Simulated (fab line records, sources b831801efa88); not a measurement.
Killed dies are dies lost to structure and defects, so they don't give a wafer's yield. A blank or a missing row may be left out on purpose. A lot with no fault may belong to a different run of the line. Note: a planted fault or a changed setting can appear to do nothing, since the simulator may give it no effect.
Matching of chambers :: flow gf180mcu :: GF_V2_CVD_00 on hdpcvd-01 has 3 sister chambers
The step deposits SiO2, target thk 600 nm, time 100 s. 22 wafers are shown with their chamber, then 11 later ones without.

== WAFERS PAIRED WITH THEIR CHAMBERS ==
wafer: L422.4
chamber: 0
sih4 flow sccm (sccm): 59.93

wafer: L422.5
chamber: 2
sih4 flow sccm (sccm): 60.06

wafer: L422.6
chamber: 1
sih4 flow sccm (sccm): 59.67

wafer: L423.1
chamber: 0
sih4 flow sccm (sccm): 60.24

wafer: L423.2
chamber: 1
sih4 flow sccm (sccm): 60.45

wafer: L423.3
chamber: 2
sih4 flow sccm (sccm): 60.29

wafer: L424.1
chamber: 2
sih4 flow sccm (sccm): 59.97

wafer: L424.4
chamber: 1
sih4 flow sccm (sccm): 59.67

wafer: L424.5
chamber: 2
sih4 flow sccm (sccm): 60.16

wafer: L426.2
chamber: 2
sih4 flow sccm (sccm): 60.01

wafer: L426.3
chamber: 1
sih4 flow sccm (sccm): 60.15

wafer: L426.5
chamber: 0
sih4 flow sccm (sccm): 59.71

wafer: L427.2
chamber: 0
sih4 flow sccm (sccm): 60.12

wafer: L427.5
chamber: 0
sih4 flow sccm (sccm): 60.18

wafer: L427.6
chamber: 1
sih4 flow sccm (sccm): 60.07

wafer: L429.1
chamber: 0
sih4 flow sccm (sccm): 59.97

wafer: L429.4
chamber: 2
sih4 flow sccm (sccm): 59.64

wafer: L429.5
chamber: 0
sih4 flow sccm (sccm): 59.89

wafer: L430.1
chamber: 2
sih4 flow sccm (sccm): 60.14

wafer: L430.4
chamber: 0
sih4 flow sccm (sccm): 60.19

wafer: L430.5
chamber: 2
sih4 flow sccm (sccm): 60.09

wafer: L431.1
chamber: 0
sih4 flow sccm (sccm): 59.99

SIGNATURES (means of the wafers above)
reading: sih4 flow sccm
chamber 0: 60.0244
chamber 1: 60.0020
chamber 2: 60.0450
scatter within a chamber: 0.222
Rule: a wafer lies at a distance from a chamber equal to the root of the sum of squares, over the readings, of (its reading less the chamber's mean, divided by the reading's scatter). If the next closest chamber is less than 2 further off than the closest, the wafer can't be placed; otherwise it belongs to the closest. How the scatter is found: for the shown wafers, subtract from each reading the mean of its chamber, square and add these, divide the total by (wafers less chambers), then take the root.

== WAFERS WITH NO CHAMBER GIVEN ==
wafer: L431.4
sih4 flow sccm (sccm): 59.97

wafer: L431.6
sih4 flow sccm (sccm): 59.85

wafer: L433.2
sih4 flow sccm (sccm): 59.79

wafer: L433.4
sih4 flow sccm (sccm): 59.90

wafer: L433.6
sih4 flow sccm (sccm): 59.77

wafer: L436.1
sih4 flow sccm (sccm): 60.24

wafer: L436.2
sih4 flow sccm (sccm): 59.80

wafer: L436.5
sih4 flow sccm (sccm): 60.18

wafer: L445.2
sih4 flow sccm (sccm): 59.91

wafer: L445.5
sih4 flow sccm (sccm): 60.16

wafer: L445.6
sih4 flow sccm (sccm): 60.23

== THE CHAMBER EACH PASSED THROUGH ==
wafer: L431.4
from the rows above: can't be placed: 1 or 0 or 2
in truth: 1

wafer: L431.6
from the rows above: can't be placed: 1 or 0 or 2
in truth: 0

wafer: L433.2
from the rows above: can't be placed: 1 or 0 or 2
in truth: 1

wafer: L433.4
from the rows above: can't be placed: 1 or 0 or 2
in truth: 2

wafer: L433.6
from the rows above: can't be placed: 1 or 0 or 2
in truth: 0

wafer: L436.1
from the rows above: can't be placed: 2 or 0 or 1
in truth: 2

wafer: L436.2
from the rows above: can't be placed: 1 or 0 or 2
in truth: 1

wafer: L436.5
from the rows above: can't be placed: 2 or 0 or 1
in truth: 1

wafer: L445.2
from the rows above: can't be placed: 1 or 0 or 2
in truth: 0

wafer: L445.5
from the rows above: can't be placed: 2 or 0 or 1
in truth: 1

wafer: L445.6
from the rows above: can't be placed: 2 or 0 or 1
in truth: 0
Correct placement for 0 of the 11. Not placeable from these rows: 11 (in 11, the candidates include the true chamber). Wrongly placed: 0.
